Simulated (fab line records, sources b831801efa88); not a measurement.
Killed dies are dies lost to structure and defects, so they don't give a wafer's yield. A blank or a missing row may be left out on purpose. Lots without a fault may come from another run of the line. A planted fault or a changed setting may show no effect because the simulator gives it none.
Which tool did it? | flow sky130 | 12 lots, 36 wafers sampled, at 2 steps of a route of 708

WHAT THE GAUGES READ, wafer by wafer
SKY_SD_N_OVL_MEAS_08.
lot  | measured     | on         | SD_N_OVL (nm)
L075 | day 28 06:47 | overlay-01 | 0.4 0.3 0.6
L078 | day 28 13:22 | overlay-02 | 1.6 0.8 1.4
L079 | day 29 05:44 | overlay-02 | -1.7 -1.8 0.1
L081 | day 30 11:54 | overlay-02 | 1.5 1.6 2.0
L083 | day 30 16:24 | overlay-01 | -0.1 -0.2 0.0
L085 | day 31 08:13 | overlay-02 | -1.0 0.1 -0.3
L087 | day 32 00:26 | overlay-02 | -0.1 1.0 0.4
L089 | day 32 19:24 | overlay-01 | 1.5 1.1 0.0
L091 | day 33 14:30 | overlay-01 | 0.6 -0.2 -0.3
L093 | day 34 01:17 | overlay-02 | 1.4 1.7 0.9
L095 | day 34 15:20 | overlay-01 | -3.2 0.1 -1.0
L097 | day 35 15:14 | overlay-01 | -2.5 -1.2 -2.0

WHICH TOOL RAN EACH LOT (tool, then ch and the chambers of the sampled wafers, then the start)
lot  | SKY_POLY_GATE_STRIP_18
L075 | plasma_asher-04 ch 0,1, day 16 18:46
L078 | plasma_asher-01 ch 0,1, day 17 03:52
L079 | plasma_asher-04 ch 0,1, day 17 20:40
L081 | plasma_asher-04 ch 0, day 18 14:13
L083 | plasma_asher-01 ch 0,1, day 19 03:58
L085 | plasma_asher-01 ch 0,1, day 20 02:28
L087 | plasma_asher-03 ch 0,1, day 20 19:10
L089 | plasma_asher-01 ch 0,1, day 21 19:24
L091 | plasma_asher-01 ch 0, day 22 13:57
L093 | plasma_asher-04 ch 0,1, day 23 05:22
L095 | plasma_asher-04 ch 0,1, day 23 18:10
L097 | plasma_asher-04 ch 0,1, day 25 02:41
- SKY_POLY_GATE_STRIP_18: strips in O2/N2.

THE ANSWER, worked out from the rows above alone
Rule: what is usual is taken from the lots themselves. Put in order of their means at a reading, lots are off if they are a third of the lots or fewer, leave a main group of 4 or more, and stand apart from it by a gap of 3 or more times the standard deviation of the main group's means; of several such gaps the widest counts. A main group whose means are all the same, to the digits that the tables above print for the reading, isn't used. A lot without any number at a reading at which 4 lots or more have one is off too. The other lots that the step has rows for count as sound.
No lot is off at any reading shown: from this, nothing can be told.

WHAT THE SIMULATOR HAD PUT IN
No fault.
